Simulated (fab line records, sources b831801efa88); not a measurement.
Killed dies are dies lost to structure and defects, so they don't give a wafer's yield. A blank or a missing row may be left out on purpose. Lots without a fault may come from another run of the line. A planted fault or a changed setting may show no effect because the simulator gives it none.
Which tool did it? | flow sky130 | 24 lots, 72 wafers sampled, at 6 steps of a route of 708

WHAT THE GAUGES READ, wafer by wafer
SKY_VIA1_BOW_MEAS_03.
lot  | measured     | on            | VIA1_BOW (um)
L074 | day 33 00:53 | film_metro-02 | 79 84 93
L075 | day 33 11:28 | film_metro-03 | 79 88 81
L076 | day 33 15:55 | film_metro-02 | 78 84 84
L077 | day 34 02:11 | film_metro-03 | 83 86 86
L078 | day 34 10:03 | film_metro-03 | 72 78 79
L079 | day 34 13:07 | film_metro-03 | 76 83 78
L080 | day 34 22:23 | film_metro-03 | 80 68 75
L081 | day 35 06:34 | film_metro-02 | 75 77 83
L082 | day 35 18:41 | film_metro-04 | 81 71 77
L083 | day 36 00:31 | film_metro-03 | 72 77 63
L084 | day 36 05:26 | film_metro-02 | 84 81 76
L085 | day 36 13:34 | film_metro-03 | 77 81 75
L086 | day 36 20:18 | film_metro-03 | 81 81 67
L087 | day 37 04:14 | film_metro-03 | 83 88 86
L088 | day 37 11:29 | film_metro-02 | 91 75 82
L089 | day 37 19:56 | film_metro-02 | 82 81 83
L090 | day 38 01:19 | film_metro-02 | 68 73 65
L091 | day 38 11:43 | film_metro-03 | 74 81 79
L092 | day 38 17:23 | film_metro-03 | 92 79 83
L093 | day 38 22:04 | film_metro-03 | 69 101 77
L094 | day 39 06:31 | film_metro-04 | 85 69 79
L095 | day 39 11:22 | film_metro-02 | 92 81 85
L096 | day 39 18:00 | film_metro-04 | 77 74 89
L097 | day 40 09:10 | film_metro-02 | 94 89 79

SKY_VIA1_THK_MEAS_23: measures by xrf.
lot  | measured     | on            | VIA1_W_THK (nm)
L074 | day 34 04:55 | film_metro-03 | 268 268 265
L075 | day 34 15:11 | film_metro-02 | 267 264 265
L076 | day 34 19:31 | film_metro-02 | 273 276 274
L077 | day 35 06:02 | film_metro-04 | 279 273 270
L078 | day 35 13:27 | film_metro-04 | 272 275 282
L079 | day 35 16:49 | film_metro-04 | 276 269 274
L080 | day 36 01:43 | film_metro-02 | 267 276 268
L081 | day 36 10:21 | film_metro-02 | 279 281 269
L082 | day 36 22:53 | film_metro-04 | 279 280 270
L083 | day 37 03:59 | film_metro-04 | 271 272 269
L084 | day 37 09:39 | film_metro-02 | 268 270 269
L085 | day 37 16:55 | film_metro-02 | 266 266 266
L086 | day 37 23:47 | film_metro-02 | 268 268 270
L087 | day 38 07:10 | film_metro-03 | 273 266 266
L088 | day 38 14:30 | film_metro-02 | 271 270 273
L089 | day 38 22:49 | film_metro-04 | 272 270 268
L090 | day 39 03:18 | film_metro-02 | 267 268 267
L091 | day 39 14:22 | film_metro-02 | 275 277 273
L092 | day 39 19:30 | film_metro-04 | 268 269 271
L093 | day 40 00:07 | film_metro-02 | 264 268 263
L094 | day 40 08:44 | film_metro-04 | 271 267 264
L095 | day 40 13:47 | film_metro-04 | 263 268 269
L096 | day 40 19:29 | film_metro-03 | 273 271 272
L097 | day 41 09:53 | film_metro-03 | 271 271 271

SKY_METAL2_OVL_MEAS_16.
lot  | measured     | on         | METAL2_OVL (nm)
L074 | day 35 08:17 | overlay-01 | -7 -4 -1
L075 | day 35 18:31 | overlay-02 | -4 -8 -2
L076 | day 35 22:24 | overlay-01 | -3 -13 -9
L077 | day 36 09:39 | overlay-02 | -2 -4 -3
L078 | day 36 16:35 | overlay-02 | 6 4 -3
L079 | day 36 19:20 | overlay-02 | 2 -2 -1
L080 | day 37 04:11 | overlay-01 | -2 -9 -12
L081 | day 37 12:47 | overlay-02 | -8 -10 -5
L082 | day 38 00:52 | overlay-01 | 5 9 8
L083 | day 38 06:51 | overlay-01 | 0 -2 0
L084 | day 38 12:13 | overlay-01 | 7 1 -5
L085 | day 38 18:56 | overlay-01 | -3 1 -1
L086 | day 39 01:56 | overlay-01 | -4 -7 -7
L087 | day 39 09:09 | overlay-02 | -11 -13 -13
L088 | day 39 16:31 | overlay-01 | -9 1 1
L089 | day 40 00:49 | overlay-01 | -4 -4 1
L090 | day 40 05:37 | overlay-01 | -3 -4 -9
L091 | day 40 15:43 | overlay-02 | -12 -6 -16
L092 | day 40 20:03 | overlay-02 | -9 -14 -8
L093 | day 41 00:58 | overlay-02 | -8 -11 -10
L094 | day 41 09:36 | overlay-01 | -4 4 0
L095 | day 41 15:03 | overlay-02 | -8 2 -1
L096 | day 41 19:58 | overlay-02 | 0 5 -10
L097 | day 42 10:25 | overlay-02 | 4 3 -3

WHICH TOOL RAN EACH LOT (tool, then ch and the chambers of the sampled wafers, then the start)
lot  | SKY_LI_CONTACT_SPUTTER_20    | SKY_VIA1_ETCH_14                   | SKY_VIA1_SPUTTER_20
L074 | pvd_sputter-04, day 29 09:12 | rie_diel-03 ch 1,2,3, day 34 03:50 | pvd_sputter-01, day 34 04:33
L075 | pvd_sputter-02, day 29 18:53 | rie_diel-02 ch 0,2,3, day 34 14:08 | pvd_sputter-02, day 34 14:53
L076 | pvd_sputter-01, day 29 23:05 | rie_diel-02 ch 0,1, day 34 18:32   | pvd_sputter-04, day 34 19:14
L077 | pvd_sputter-02, day 30 11:29 | rie_diel-04 ch 0,1,2, day 35 05:05 | pvd_sputter-04, day 35 05:46
L078 | pvd_sputter-01, day 30 19:52 | rie_diel-02 ch 0,3, day 35 12:29   | pvd_sputter-04, day 35 13:10
L079 | pvd_sputter-02, day 30 23:06 | rie_diel-02 ch 0,1,3, day 35 15:50 | pvd_sputter-04, day 35 16:31
L080 | pvd_sputter-01, day 31 07:51 | rie_diel-04 ch 0,2,3, day 36 00:38 | pvd_sputter-01, day 36 01:26
L081 | pvd_sputter-02, day 31 16:08 | rie_diel-03 ch 1,2,3, day 36 09:20 | pvd_sputter-02, day 36 10:05
L082 | pvd_sputter-01, day 32 04:20 | rie_diel-03 ch 0,3, day 36 21:53   | pvd_sputter-04, day 36 22:36
L083 | pvd_sputter-01, day 32 10:04 | rie_diel-02 ch 1,2,3, day 37 02:59 | pvd_sputter-02, day 37 03:42
L084 | pvd_sputter-01, day 32 15:41 | rie_diel-02 ch 1,3, day 37 08:41   | pvd_sputter-02, day 37 09:23
L085 | pvd_sputter-02, day 33 00:35 | rie_diel-02 ch 0,3, day 37 15:56   | pvd_sputter-02, day 37 16:37
L086 | pvd_sputter-04, day 33 07:50 | rie_diel-03 ch 1,2,3, day 37 22:47 | pvd_sputter-04, day 37 23:31
L087 | pvd_sputter-04, day 33 14:53 | rie_diel-02 ch 1,3, day 38 06:11   | pvd_sputter-02, day 38 06:52
L088 | pvd_sputter-01, day 33 21:59 | rie_diel-02 ch 2,3, day 38 13:26   | pvd_sputter-02, day 38 14:13
L089 | pvd_sputter-01, day 34 06:53 | rie_diel-02 ch 0,3, day 38 21:50   | pvd_sputter-02, day 38 22:31
L090 | pvd_sputter-04, day 34 12:53 | rie_diel-04 ch 0,1, day 39 02:20   | pvd_sputter-04, day 39 03:01
L091 | pvd_sputter-01, day 34 23:38 | rie_diel-03 ch 1,2,3, day 39 13:20 | pvd_sputter-04, day 39 14:03
L092 | pvd_sputter-01, day 35 07:08 | rie_diel-02 ch 1,2, day 39 18:32   | pvd_sputter-01, day 39 19:14
L093 | pvd_sputter-02, day 35 10:57 | rie_diel-02 ch 0,1, day 39 22:44   | pvd_sputter-02, day 39 23:50
L094 | pvd_sputter-01, day 35 18:42 | rie_diel-03 ch 1,2, day 40 07:47   | pvd_sputter-01, day 40 08:28
L095 | pvd_sputter-01, day 36 00:58 | rie_diel-04 ch 1,2, day 40 12:50   | pvd_sputter-04, day 40 13:31
L096 | pvd_sputter-02, day 36 06:44 | rie_diel-03 ch 0,1,3, day 40 18:29 | pvd_sputter-04, day 40 19:12
L097 | pvd_sputter-02, day 36 22:45 | rie_diel-02 ch 0,1,3, day 41 08:53 | pvd_sputter-02, day 41 09:37
- SKY_LI_CONTACT_SPUTTER_20: material TiN, target thk 20 nm, time 80 s.
- SKY_VIA1_ETCH_14: etches BARC in N2/H2, stops on SiO2, time 45.9 s, target depth 60 nm.
- SKY_VIA1_SPUTTER_20: material TiN, target thk 20 nm, time 80 s.

WHAT THE TOOLS THEMSELVES READ (means of the sampled wafers that have a number; where no wafer has one, the mark that the record gives instead)
SKY_LI_CONTACT_SPUTTER_20.
lot  | tool           | throttle_valve_pct (%)
L074 | pvd_sputter-04 | 30.7
L075 | pvd_sputter-02 | 30.4
L076 | pvd_sputter-01 | 30.4
L077 | pvd_sputter-02 | 30.0
L078 | pvd_sputter-01 | 29.9
L079 | pvd_sputter-02 | 29.9
L080 | pvd_sputter-01 | 30.3
L081 | pvd_sputter-02 | 29.2
L082 | pvd_sputter-01 | 29.2
L083 | pvd_sputter-01 | 29.8
L084 | pvd_sputter-01 | 30.3
L085 | pvd_sputter-02 | 30.0
L086 | pvd_sputter-04 | 30.2
L087 | pvd_sputter-04 | 29.8
L088 | pvd_sputter-01 | 30.2
L089 | pvd_sputter-01 | 29.2
L090 | pvd_sputter-04 | 29.5
L091 | pvd_sputter-01 | 30.3
L092 | pvd_sputter-01 | 29.6
L093 | pvd_sputter-02 | 29.8
L094 | pvd_sputter-01 | 30.4
L095 | pvd_sputter-01 | 29.9
L096 | pvd_sputter-02 | 28.3
L097 | pvd_sputter-02 | 30.0

SKY_VIA1_ETCH_14.
lot  | tool        | drypump_motor_current_A (A) | n2_flow_sccm (sccm) | oes_product_au (a.u.) | throttle_valve_pct (%)
L074 | rie_diel-03 | 5.8                         | 99.9                | 0.853                 | 13.236
L075 | rie_diel-02 | 6.0                         | 100.1               | 0.854                 | 13.235
L076 | rie_diel-02 | 6.2                         | 100.2               | 0.854                 | 13.216
L077 | rie_diel-04 | 5.3                         | 99.8                | 0.857                 | 13.219
L078 | rie_diel-02 | 6.3                         | 100.0               | 0.855                 | 13.225
L079 | rie_diel-02 | 5.9                         | 100.1               | 0.855                 | 13.214
L080 | rie_diel-04 | 5.3                         | 100.0               | 0.853                 | 13.218
L081 | rie_diel-03 | 5.8                         | 100.1               | 0.847                 | 13.222
L082 | rie_diel-03 | 5.3                         | 99.9                | 0.851                 | 13.211
L083 | rie_diel-02 | 5.6                         | 100.1               | 0.858                 | 13.225
L084 | rie_diel-02 | 5.6                         | 100.2               | 0.856                 | 13.219
L085 | rie_diel-02 | 6.0                         | 99.9                | 0.858                 | 13.232
L086 | rie_diel-03 | 5.8                         | 99.8                | 0.848                 | 13.230
L087 | rie_diel-02 | 5.6                         | 100.0               | 0.855                 | 13.224
L088 | rie_diel-02 | 5.7                         | 100.1               | 0.857                 | 13.221
L089 | rie_diel-02 | 6.0                         | 99.6                | 0.860                 | 13.230
L090 | rie_diel-04 | 5.1                         | 99.9                | 0.856                 | 13.223
L091 | rie_diel-03 | 5.7                         | 100.2               | 0.852                 | 13.233
L092 | rie_diel-02 | 5.6                         | 100.1               | 0.858                 | 13.228
L093 | rie_diel-02 | 5.9                         | 99.7                | 0.851                 | 13.229
L094 | rie_diel-03 | 6.1                         | 99.9                | 0.854                 | 13.222
L095 | rie_diel-04 | 5.5                         | 99.9                | 0.855                 | 13.225
L096 | rie_diel-03 | 5.6                         | 100.3               | 0.855                 | 13.231
L097 | rie_diel-02 | 6.0                         | 100.5               | 0.859                 | 13.227

SKY_VIA1_SPUTTER_20.
lot  | tool           | throttle_valve_pct (%)
L074 | pvd_sputter-01 | 30.2
L075 | pvd_sputter-02 | 30.0
L076 | pvd_sputter-04 | 30.5
L077 | pvd_sputter-04 | 30.6
L078 | pvd_sputter-04 | 30.7
L079 | pvd_sputter-04 | 30.1
L080 | pvd_sputter-01 | 30.8
L081 | pvd_sputter-02 | 29.9
L082 | pvd_sputter-04 | 30.1
L083 | pvd_sputter-02 | 29.2
L084 | pvd_sputter-02 | 29.8
L085 | pvd_sputter-02 | 29.0
L086 | pvd_sputter-04 | 30.1
L087 | pvd_sputter-02 | 30.0
L088 | pvd_sputter-02 | 28.3
L089 | pvd_sputter-02 | 29.9
L090 | pvd_sputter-04 | 30.0
L091 | pvd_sputter-04 | 30.6
L092 | pvd_sputter-01 | 30.5
L093 | pvd_sputter-02 | 29.9
L094 | pvd_sputter-01 | 30.2
L095 | pvd_sputter-04 | 30.2
L096 | pvd_sputter-04 | 30.7
L097 | pvd_sputter-02 | 29.2

THE ANSWER, worked out from the rows above alone
Rule: what is usual is taken from the lots themselves. Put in order of their means at a reading, lots are off if they are a third of the lots or fewer, leave a main group of 4 or more, and stand apart from it by a gap of 3 or more times the standard deviation of the main group's means; of several such gaps the widest counts. A main group whose means are all the same, to the digits that the tables above print for the reading, isn't used. A lot without any number at a reading at which 4 lots or more have one is off too. The other lots that the step has rows for count as sound. The gauges are gone through in route order, then the tools' own readings, and for those a lot's mean is taken as printed above. The first step at which some lot is off is used, and at that step the reading that is off furthest; a lot without a number counts as furthest.
No lot is off at any reading shown: from this, nothing can be told.

WHAT THE SIMULATOR HAD PUT IN
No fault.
